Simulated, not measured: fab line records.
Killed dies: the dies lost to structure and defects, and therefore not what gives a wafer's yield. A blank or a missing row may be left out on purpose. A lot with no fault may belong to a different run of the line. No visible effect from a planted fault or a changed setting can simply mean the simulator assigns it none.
fab line records -- flow sky130
record lots=6, wafers=18, last-day=50
route steps=708 shown VT_ADJUST_LVTN@98 PAD_OPEN@708
lots with no fault: from the same line, run without faults
start-h: the number of hours between the record's first day and the start of the first shown wafer of the lot -- wait-h: hours since the lot's step before -- " as in the row above -- L1.1+2: several wafers, shown together as one row -- - value missing, or start not given -- * or withheld: withheld -- < > ~ a bound
route shown NAME@n: NAME is a module with steps in the file, n the number in the route of the first one -- usual: average and standard deviation across the fault-free wafers -- same: alike in all rows -- chamber/n: place in a boat -- sites: per-site readings -- _std_site: their standard deviation -- _edge_site: outer sites' mean less inner sites' -- radius-mm: for every site, how far away it sits from the centre of the wafer -- mask NAME#n: copy n -- behind: tool/chamber where the wafer was last shaped -- hold: the reason the lot was held/the length of the hold in hours/how it ended -- device: transistor that didn't switch, given as n, p or np -- end of line: at the end of the route, the tests of the same wafers -- a step given without rows: its recipe and nothing more -- killed: not the wafer's yield, but the dies lost to structure and defects at the first sort -- map: a wafer's dies, marking killed ones x, the rest . and places with no die _
set.NAME: the run value of the setting; set.NAME@STEP: its run value at that earlier step -- model.NAME: the simulator's own value behind a step, which no gauge read
lots at some steps of the route; a table a step, a row a wafer
services: when a tool's chamber went out of use (start-h, in hours from the record's first day, below 0 if earlier), for how many hours, and the reason
## steps
# step SKY_VT_ADJUST_LVTN_HMDS_01
# recipe prime-time-s=60, prime-temp-c=120
# step SKY_VT_ADJUST_LVTN_COAT_02
# recipe spin-rpm=2000, resist-thk-nm=3000
# step SKY_VT_ADJUST_LVTN_SOFTBAKE_03
# recipe temp-c=110, time-s=withheld
# step SKY_VT_ADJUST_LVTN_EXPOSE_04
# recipe mask-id=NWM_COMPLEMENT_LESS_NATIVE, na=0.6, source-shape=conventional, sigma-outer=0.6, polarization=unpolarized, target-cd-nm=840, dose-mj=194
# step SKY_VT_ADJUST_LVTN_PEB_05
# recipe temp-c=115, time-s=withheld
# step SKY_VT_ADJUST_LVTN_DEVELOP_06
# recipe wall-angle-deg=90, developer=TMAH, develop-time-s=60, dev-temp-c=23
# step SKY_VT_ADJUST_LVTN_OVL_MEAS_07
# usual VT_ADJUST_LVTN_OVL=-0.3/1.2
lot.wafer,tool,chamber,start-h,wait-h,VT_ADJUST_LVTN_OVL[nm]
L609.3,overlay-02,-,221.02,-,0.1
L609.5,overlay-02,-,221.02,-,-2.7
L609.6,overlay-02,-,221.02,-,-1.4
L612.2,overlay-01,-,242.54,-,-1.3
L612.4,overlay-01,-,242.54,-,-0.2
L612.6,overlay-01,-,242.54,-,1.2
L617.1,overlay-02,-,269.31,-,-0.9
L617.4,overlay-02,-,269.31,-,0.4
L617.6,overlay-02,-,269.31,-,-1.5
L618.1,overlay-01,-,269.72,-,-0.2
L618.5,overlay-01,-,269.72,-,-0.9
L618.6,overlay-01,-,269.72,-,0.5
L619.1,overlay-02,-,273.76,-,-0.9
L619.2,overlay-02,-,273.76,-,1.4
L619.5,overlay-02,-,273.76,-,0.0
L620.1,overlay-02,-,275.01,-,0.5
L620.4,overlay-02,-,275.01,-,-0.6
L620.6,overlay-02,-,275.01,-,-1.6
# step SKY_VT_ADJUST_LVTN_IMPLANT_08
# recipe species=B, energy-kev=30, dose-cm2=1.57e+12, tilt-deg=withheld
# step SKY_VT_ADJUST_LVTN_STRIP_09
# recipe chemistry=O2/N2, power-w=1400, pressure-mtorr=1500, platen-temp-c=withheld, o2-flow-sccm=3000, n2-flow-sccm=300, overash-fraction=0.5
# usual drypump-motor-current-A=5.4/0.37, o2-flow-sccm=3000/8.6, oes-product-au=0.722/0.0044, strip-time-to-endpoint-s=36.97/0.11
lot.wafer,tool,chamber,start-h,wait-h,drypump-motor-current-A,o2-flow-sccm,oes-product-au,rf-hours-counter-h,strip-time-to-endpoint-s
L609.3,plasma-asher-01,0,221.23,0.1,4.9,2987,0.725,-,37.12
L609.5,plasma-asher-01,1,221.23,0.1,5.7,2990,0.726,-,37.06
L609.6,plasma-asher-01,0,221.23,0.1,5.0,2998,0.723,-,36.92
L612.2,plasma-asher-01,0,242.72,0.1,4.9,3004,0.717,13,36.91
L612.4,plasma-asher-01,1,242.72,0.1,5.7,2989,0.724,-,36.93
L612.6,plasma-asher-01,1,242.72,0.1,5.7,2996,0.719,-,36.94
L617.1,plasma-asher-02,0,269.50,0.1,6.1,3007,0.719,45,36.88
L617.4,plasma-asher-02,0,269.50,0.1,6.1,2999,0.725,-,36.94
L617.6,plasma-asher-02,1,269.50,0.1,5.1,3002,0.711,-,36.87
L618.1,plasma-asher-01,1,269.91,0.1,5.7,3012,0.724,16,37.20
L618.5,plasma-asher-01,0,269.91,0.1,5.0,3000,0.721,-,37.16
L618.6,plasma-asher-01,1,269.91,0.1,5.7,2994,0.715,-,37.15
L619.1,plasma-asher-02,1,273.95,0.1,5.2,2986,0.721,46,36.81
L619.2,plasma-asher-02,0,273.95,0.1,6.1,2998,0.720,46,36.83
L619.5,plasma-asher-02,1,273.95,0.1,5.2,2997,0.726,-,36.92
L620.1,plasma-asher-01,1,275.20,0.1,5.7,3005,0.724,17,37.06
L620.4,plasma-asher-01,1,275.20,0.1,5.7,3000,0.718,-,37.09
L620.6,plasma-asher-01,1,275.20,0.1,5.7,3005,0.728,-,37.03
# step SKY_VT_ADJUST_LVTN_TW_MEAS_10
# usual VT_ADJUST_LVTN_TW=240.4/1.4
lot.wafer,tool,chamber,start-h,wait-h,VT_ADJUST_LVTN_TW
L609.3,film-metro-03,-,221.32,0.1,238.4
L609.5,film-metro-03,-,221.32,0.1,239.5
L609.6,film-metro-03,-,221.32,0.1,240.5
L612.2,film-metro-04,-,242.83,0.1,239.9
L612.4,film-metro-04,-,242.83,0.1,239.7
L612.6,film-metro-04,-,242.83,0.1,239.9
L617.1,film-metro-04,-,269.60,0.1,239.1
L617.4,film-metro-04,-,269.60,0.1,240.4
L617.6,film-metro-04,-,269.60,0.1,240.9
L618.1,film-metro-04,-,270.12,0.2,238.4
L618.5,film-metro-04,-,270.12,0.2,239.7
L618.6,film-metro-04,-,270.12,0.2,240.8
L619.1,film-metro-04,-,274.05,0.1,239.5
L619.2,film-metro-04,-,274.05,0.1,240.2
L619.5,film-metro-04,-,274.05,0.1,239.9
L620.1,film-metro-02,-,275.30,0.1,241.3
L620.4,film-metro-02,-,275.30,0.1,240.5
L620.6,film-metro-02,-,275.30,0.1,240.7
# step SKY_VT_ADJUST_LVTN_DEHYDRATE_11
# recipe temp-c=200, time-s=60
# step SKY_VT_ADJUST_LVTN_HMDS_12
# recipe prime-time-s=60, prime-temp-c=120
# step SKY_VT_ADJUST_LVTN_COAT_13
# recipe resist=NOVOLAK, spin-rpm=3000, resist-thk-nm=1140
# usual spin-speed-rpm=3000.3/1.9
lot.wafer,tool,chamber,start-h,wait-h,spin-speed-rpm,model.NOVOLAK_of_VT_ADJUST_LVTN_COAT_13.thk-nm
L609.3,litho-track-03,0,231.66,0.1,2998.9,1141
L609.5,litho-track-03,0,231.66,0.1,2999.0,1139
L609.6,litho-track-03,0,231.66,0.1,3001.0,1140
L612.2,litho-track-02,0,253.59,0.1,2997.9,1138
L612.4,litho-track-02,0,253.59,0.1,3000.6,1138
L612.6,litho-track-02,0,253.59,0.1,3001.6,1139
L617.1,litho-track-02,0,281.52,0.1,3122.7,1114
L617.4,litho-track-02,0,281.52,0.1,3124.9,1113
L617.6,litho-track-02,0,281.52,0.1,3124.0,1115
L618.1,litho-track-03,0,281.61,0.1,3003.6,1137
L618.5,litho-track-03,0,281.61,0.1,2999.8,1139
L618.6,litho-track-03,0,281.61,0.1,3003.4,1138
L619.1,litho-track-02,0,286.67,0.1,3129.0,1114
L619.2,litho-track-02,0,286.67,0.1,3127.8,1115
L619.5,litho-track-02,0,286.67,0.1,3127.1,1116
L620.1,litho-track-01,0,288.03,0.1,3002.4,1141
L620.4,litho-track-01,0,288.03,0.1,2999.8,1143
L620.6,litho-track-01,0,288.03,0.1,3000.4,1140
# step SKY_VT_ADJUST_LVTN_SOFTBAKE_14
# recipe temp-c=90, time-s=60, resist=NOVOLAK
# step SKY_VT_ADJUST_LVTN_EXPOSE_15
# recipe mask-id=HVN_STD_DERIVED, na=0.6, source-shape=conventional, sigma-outer=0.6, polarization=unpolarized, target-cd-nm=600, dose-mj=163
# step SKY_VT_ADJUST_LVTN_PEB_16
# recipe temp-c=withheld, time-s=*, resist=NOVOLAK
# step SKY_VT_ADJUST_LVTN_DEVELOP_17
# recipe resist=NOVOLAK, developer=TMAH, develop-time-s=60, dev-temp-c=23
lot.wafer,tool,chamber,start-h,wait-h,model.NOVOLAK_of_VT_ADJUST_LVTN_COAT_13.thk-nm
L609.3,litho-track-02,0,243.57,0.1,1141
L609.5,litho-track-02,0,243.57,0.1,1139
L609.6,litho-track-02,0,243.57,0.1,1140
L612.2+4+6,litho-track-02,0,265.79,0.1,1138
L617.1,litho-track-02,0,294.47,0.1,1113
L617.4,litho-track-02,0,294.47,0.1,1112
L617.6,litho-track-02,0,294.47,0.1,1114
L618.1,litho-track-01,0,294.48,0.1,1136
L618.5,litho-track-01,0,294.48,0.1,1138
L618.6,litho-track-01,0,294.48,0.1,1137
L619.1,litho-track-01,0,299.23,0.1,1113
L619.2+5,litho-track-01,0,299.23,0.1,1115
L620.1+6,litho-track-02,0,300.87,0.1,1140
L620.4,litho-track-02,0,300.87,0.1,1143
# step SKY_VT_ADJUST_LVTN_OVL_MEAS_18
# usual VT_ADJUST_LVTN_01_OVL=0.9/1.4
lot.wafer,tool,chamber,start-h,wait-h,VT_ADJUST_LVTN_01_OVL[nm]
L609.3,overlay-02,-,243.68,0.1,1.2
L609.5,overlay-02,-,243.68,0.1,2.0
L609.6,overlay-02,-,243.68,0.1,0.2
L612.2,overlay-01,-,265.93,0.1,0.6
L612.4,overlay-01,-,265.93,0.1,1.9
L612.6,overlay-01,-,265.93,0.1,1.4
L617.1,overlay-01,-,294.62,0.1,1.5
L617.4,overlay-01,-,294.62,0.1,3.2
L617.6,overlay-01,-,294.62,0.1,3.1
L618.1,overlay-02,-,294.63,0.1,0.7
L618.5,overlay-02,-,294.63,0.1,0.2
L618.6,overlay-02,-,294.63,0.1,0.6
L619.1,overlay-02,-,299.38,0.1,1.4
L619.2,overlay-02,-,299.38,0.1,0.4
L619.5,overlay-02,-,299.38,0.1,1.5
L620.1,overlay-01,-,301.02,0.1,3.5
L620.4,overlay-01,-,301.02,0.1,3.1
L620.6,overlay-01,-,301.02,0.1,2.2
# step SKY_VT_ADJUST_LVTN_IMPLANT_19
# recipe species=B, energy-kev=30, dose-cm2=6.5e+11, tilt-deg=withheld
# step SKY_VT_ADJUST_LVTN_STRIP_20
# recipe chemistry=O2/N2, power-w=1400, pressure-mtorr=1500, platen-temp-c=withheld, o2-flow-sccm=3000, n2-flow-sccm=300, overash-fraction=0.5
# usual drypump-motor-current-A=5.5/0.41, o2-flow-sccm=3000/9, oes-product-au=0.716/0.0046, strip-time-to-endpoint-s=14.18/0.041
lot.wafer,tool,chamber,start-h,wait-h,drypump-motor-current-A,o2-flow-sccm,oes-product-au,rf-hours-counter-h,strip-time-to-endpoint-s
L609.3,plasma-asher-01,0,243.89,0.1,4.9,2998,0.718,-,14.18
L609.5,plasma-asher-01,0,243.89,0.1,4.9,2994,0.722,-,14.17
L609.6,plasma-asher-01,1,243.89,0.1,5.7,2999,0.712,-,14.20
L612.2,plasma-asher-01,1,266.11,0.1,5.7,3011,0.717,16,14.15
L612.4,plasma-asher-01,0,266.11,0.1,4.9,2993,0.716,-,14.13
L612.6,plasma-asher-01,0,266.11,0.1,4.9,2991,0.709,-,14.16
L617.1,plasma-asher-04,0,294.81,0.1,5.7,2994,0.710,56,13.87
L617.4,plasma-asher-04,1,294.81,0.1,5.2,3004,0.717,-,13.84
L617.6,plasma-asher-04,0,294.81,0.1,5.8,2997,0.718,-,13.89
L618.1,plasma-asher-02,0,294.82,0.1,6.1,2991,0.710,48,14.14
L618.5,plasma-asher-02,0,294.82,0.1,6.1,2986,0.713,-,14.15
L618.6,plasma-asher-02,1,294.82,0.1,5.2,2985,0.710,-,14.14
L619.1,plasma-asher-04,1,299.57,0.1,5.2,2998,0.714,57,13.86
L619.2,plasma-asher-04,0,299.57,0.1,5.8,2994,0.716,57,13.90
L619.5,plasma-asher-04,0,299.57,0.1,5.8,2985,0.715,-,13.89
L620.1,plasma-asher-01,0,301.21,0.1,4.9,2994,0.718,20,14.19
L620.4,plasma-asher-01,0,301.21,0.1,4.9,3001,0.715,-,14.21
L620.6,plasma-asher-01,1,301.21,0.1,5.7,2995,0.726,-,14.19
# step SKY_VT_ADJUST_LVTN_TW_MEAS_21
# usual VT_ADJUST_LVTN_2_TW=187.3/1.2
lot.wafer,tool,chamber,start-h,wait-h,VT_ADJUST_LVTN_2_TW
L609.3,film-metro-02,-,243.98,0.1,190.0
L609.5,film-metro-02,-,243.98,0.1,189.1
L609.6,film-metro-02,-,243.98,0.1,189.7
L612.2,film-metro-03,-,266.22,0.1,186.0
L612.4,film-metro-03,-,266.22,0.1,184.9
L612.6,film-metro-03,-,266.22,0.1,185.9
L617.1,film-metro-02,-,294.91,0.1,186.8
L617.4,film-metro-02,-,294.91,0.1,188.0
L617.6,film-metro-02,-,294.91,0.1,186.9
L618.1,film-metro-04,-,294.92,0.1,187.2
L618.5,film-metro-04,-,294.92,0.1,187.4
L618.6,film-metro-04,-,294.92,0.1,187.4
L619.1,film-metro-02,-,299.67,0.1,188.0
L619.2,film-metro-02,-,299.67,0.1,187.5
L619.5,film-metro-02,-,299.67,0.1,187.7
L620.1,film-metro-02,-,301.31,0.1,188.2
L620.4,film-metro-02,-,301.31,0.1,187.6
L620.6,film-metro-02,-,301.31,0.1,188.1
# step SKY_PAD_OPEN_PROBE_99
# usual killed_at_M0_to_M3=44/6.2, killed_at_M4_up=3.3/1.8, killed-at-contacts=25/5.8, killed-at-front-end=15/4, killed-at-other=0.3/0.49, killed-dies=88/8.8, killed-open=48/6.5, killed-short=39/6.3
# same gross-dies=492, killed-at-back-side=0
lot.wafer,tool,chamber,start-h,wait-h,killed_at_M0_to_M3,killed_at_M4_up,killed-at-contacts,killed-at-front-end,killed-at-other,killed-dies,killed-open,killed-short
L609.3,prober-02,-,1154.75,0.2,44,5,22,21,0,92,50,42
L609.5,prober-02,-,1154.85,0.2,36,3,28,15,1,83,49,34
L609.6,prober-02,-,1154.90,0.2,42,6,40,14,0,102,63,39
L620.1,prober-02,-,1193.76,0.1,47,1,25,15,0,88,48,40
L620.4,prober-02,-,1193.91,0.2,57,1,33,16,0,107,53,54
L620.6,prober-02,-,1194.01,0.2,46,2,16,20,1,85,48,37
L619.1,prober-01,-,1195.18,0.1,40,3,33,16,0,92,51,41
L619.2,prober-01,-,1195.23,0.1,50,2,11,10,0,73,35,38
L619.5,prober-01,-,1195.38,0.2,38,2,26,11,0,77,42,35
# killed by level:class
L609.3 VIA1:geometric-particle:open=12 CONTACT:geometric-particle:short=8 VIA3:geometric-particle:open=7 POLY_GATE:geometric-particle:open=6 LI_CONTACT:geometric-particle:open=6 FIELD_ISO:geometric-particle:short=5 VIA1:geometric-particle:short=5 VIA2:geometric-particle:open=5
L609.5 CONTACT:geometric-particle:open=13 VIA1:geometric-particle:open=11 CONTACT:geometric-particle:short=6 VIA3:geometric-particle:open=6 LI_CONTACT:geometric-particle:open=5 POLY_GATE:geometric-particle:short=4 VIA2:geometric-particle:open=4 FIELD_ISO:geometric-particle:open=3
L609.6 CONTACT:geometric-particle:open=17 VIA1:geometric-particle:open=11 LI_CONTACT:geometric-particle:open=10 VIA2:geometric-particle:open=7 LI_CONTACT:geometric-particle:short=6 METAL1:geometric-particle:short=5 METAL2:geometric-particle:short=5 LOCAL_INTERCONNECT:geometric-particle:short=4
L620.1 CONTACT:geometric-particle:open=9 METAL1:geometric-particle:short=9 VIA1:geometric-particle:open=7 LI_CONTACT:geometric-particle:open=7 VIA3:geometric-particle:open=7 FIELD_ISO:geometric-particle:open=6 FIELD_ISO:geometric-particle:short=5 METAL2:geometric-particle:short=5
L620.4 LOCAL_INTERCONNECT:geometric-particle:short=13 VIA2:geometric-particle:open=12 VIA1:geometric-particle:open=10 CONTACT:geometric-particle:open=9 VIA3:geometric-particle:open=8 LI_CONTACT:geometric-particle:open=7 VIA1:geometric-particle:short=6 POLY_GATE:geometric-particle:short=5
L620.6 METAL2:geometric-particle:short=10 CONTACT:geometric-particle:open=8 VIA1:geometric-particle:open=8 VIA2:geometric-particle:open=6 FIELD_ISO:geometric-particle:open=5 METAL1:geometric-particle:short=5 VIA1:geometric-particle:short=5 POLY_GATE:geometric-particle:open=4
L619.1 LI_CONTACT:geometric-particle:open=11 CONTACT:geometric-particle:open=11 VIA1:geometric-particle:open=8 METAL1:geometric-particle:short=7 LOCAL_INTERCONNECT:geometric-particle:short=5 METAL2:geometric-particle:short=5 VIA3:geometric-particle:short=5 FIELD_ISO:geometric-particle:open=4
L619.2 VIA2:geometric-particle:open=9 VIA1:geometric-particle:open=8 METAL1:geometric-particle:short=7 VIA3:geometric-particle:open=7 METAL2:geometric-particle:short=7 CONTACT:geometric-particle:open=5 LOCAL_INTERCONNECT:geometric-particle:short=4 VIA2:geometric-particle:short=4
L619.5 LI_CONTACT:geometric-particle:open=8 CONTACT:geometric-particle:open=7 METAL2:geometric-particle:short=6 VIA3:geometric-particle:open=6 METAL1:geometric-particle:short=6 VIA1:geometric-particle:short=6 VIA1:geometric-particle:open=6 LOCAL_INTERCONNECT:geometric-particle:short=4
## services
tool,chamber,start-h,hours,kind
plasma-asher-04,-,207.68,24.5,repair
plasma-asher-04,-,264.07,11.3,pm
## key
first-sign step=SKY_VT_ADJUST_LVTN_COAT_13, reading=spin-speed-rpm, direction=up, sigmas=66, usual=3000.3, struck=3125.9
effect step=SKY_VT_ADJUST_LVTN_STRIP_20, reading=strip-time-to-endpoint-s, direction=down, sigmas=7.5, usual=*, struck=*
model-effect step=SKY_VT_ADJUST_LVTN_COAT_13, value=NOVOLAK_of_VT_ADJUST_LVTN_COAT_13.thk-nm, without=1138, struck=1114
model-effect step=SKY_VT_ADJUST_LVTN_DEVELOP_17, value=NOVOLAK_of_VT_ADJUST_LVTN_COAT_13.thk-nm, without=1137, struck=1114
met-at SKY_VT_ADJUST_LVTN_COAT_13
struck-wafers L617.1,L617.4,L617.6,L619.1,L619.2,L619.5
tester-left-out L617,L619
onset-between 253.59 281.52
fault kind=process-parameter-drift, tool=litho-track-02, chamber=-, onset-h=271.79, steps=SKY_VT_ADJUST_LVTN_COAT_13, channel=spin-rpm, offset=126.27, shape=step, end-h=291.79, acts-in=these-recipes-only, stated=3000
# tester-left-out: of these lots the tester's yield and bins aren't shown, on N5 and GAA mostly nor the transistor test; their killed dies are dies lost to structure and defects alone, not to doping, threshold or leakage, so they don't give the yield
